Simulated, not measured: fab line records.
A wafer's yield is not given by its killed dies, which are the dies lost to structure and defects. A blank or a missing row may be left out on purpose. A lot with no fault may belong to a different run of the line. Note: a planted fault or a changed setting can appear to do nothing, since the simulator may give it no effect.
Which of the tools did it?	flow sky130	Sampling: 14 lots, 42 wafers, 2 of 708 route steps

== WHAT EACH GAUGE READ, for each wafer ==
No reading from a measuring or inspecting step in the record can be judged against a usual standard deviation.

== TOOL THAT RAN EACH LOT (tool first, then ch and the chambers of the sampled wafers, then the start) ==
lot	SKY_SD_P_IMPLANT_09	SKY_PAD_OPEN_PROBE_99
L232	implanter-04 ch 0, day 26 09:59	-
L234	implanter-03 ch 0, day 26 23:11	-
L236	implanter-03 ch 0, day 27 21:16	-
L237	implanter-03 ch 0, day 28 05:17	-
L241	implanter-04 ch 0, day 30 00:01	-
L242	implanter-02 ch 0, day 30 09:12	prober-01, day 49 23:08
L245	implanter-03 ch 0, day 31 10:23	-
L246	implanter-02 ch 0, day 32 01:35	-
L247	implanter-03 ch 0, day 32 12:44	-
L248	implanter-03 ch 0, day 32 13:22	-
L251	implanter-03 ch 0, day 33 12:19	-
L253	implanter-03 ch 0, day 33 21:20	-
L254	implanter-03 ch 0, day 33 23:16	-
L255	implanter-02 ch 0, day 34 07:04	-
- SKY_SD_P_IMPLANT_09
- SKY_PAD_OPEN_PROBE_99

== AS READ BY THE TOOLS THEMSELVES (means over the sampled wafers that have a number; for cases with no such wafer, the mark the record gives instead) ==
SKY_SD_P_IMPLANT_09.
lot	tool	beam_energy_keV
L232	implanter-04	19.997
L234	implanter-03	20.004
L236	implanter-03	19.730
L237	implanter-03	19.741
L241	implanter-04	19.997
L242	implanter-02	19.994
L245	implanter-03	19.989
L246	implanter-02	19.990
L247	implanter-03	19.998
L248	implanter-03	19.998
L251	implanter-03	20.008
L253	implanter-03	20.001
L254	implanter-03	20.004
L255	implanter-02	20.000

SKY_PAD_OPEN_PROBE_99.
lot	tool	killed_at_M0_to_M3	killed_at_M4_up	killed_at_contacts	killed_at_front_end	killed_at_other	killed_dies	killed_open	killed_short
L242	prober-01	35	2.0	26	16	0.0	80	42	37

== THE ANSWER, worked out from the rows above alone ==
Rule: what is usual is taken from the lots themselves. The widest of any qualifying gaps counts: lots, ordered by their means at a reading, are off when they make up no more than a third of the lots, leave a main group of 4 or more, and stand apart from it by 3 or more times the standard deviation of that group's means. A main group is skipped when, at the precision printed for the reading in the tables above, its means are all equal. A lot without any number at a reading at which 4 lots or more have one is off too. Where the step has rows for the other lots, those lots are counted as sound. The gauges are gone through in route order, then the tools' own readings, and for those a lot's mean is taken as printed above. At the first step where some lot is off, the reading lying furthest off is the one used; lots without a number count as furthest.
Off at SKY_SD_P_IMPLANT_09 (beam_energy_keV): L236, L237. Main group: mean 19.998, sd 0.0054.
A tool fits if, at that step or a process step before it, it ran every lot that is off, and no sound lot after the first of them. No candidate that was tried fits.

== WHAT WAS PUT IN BY THE SIMULATOR ==
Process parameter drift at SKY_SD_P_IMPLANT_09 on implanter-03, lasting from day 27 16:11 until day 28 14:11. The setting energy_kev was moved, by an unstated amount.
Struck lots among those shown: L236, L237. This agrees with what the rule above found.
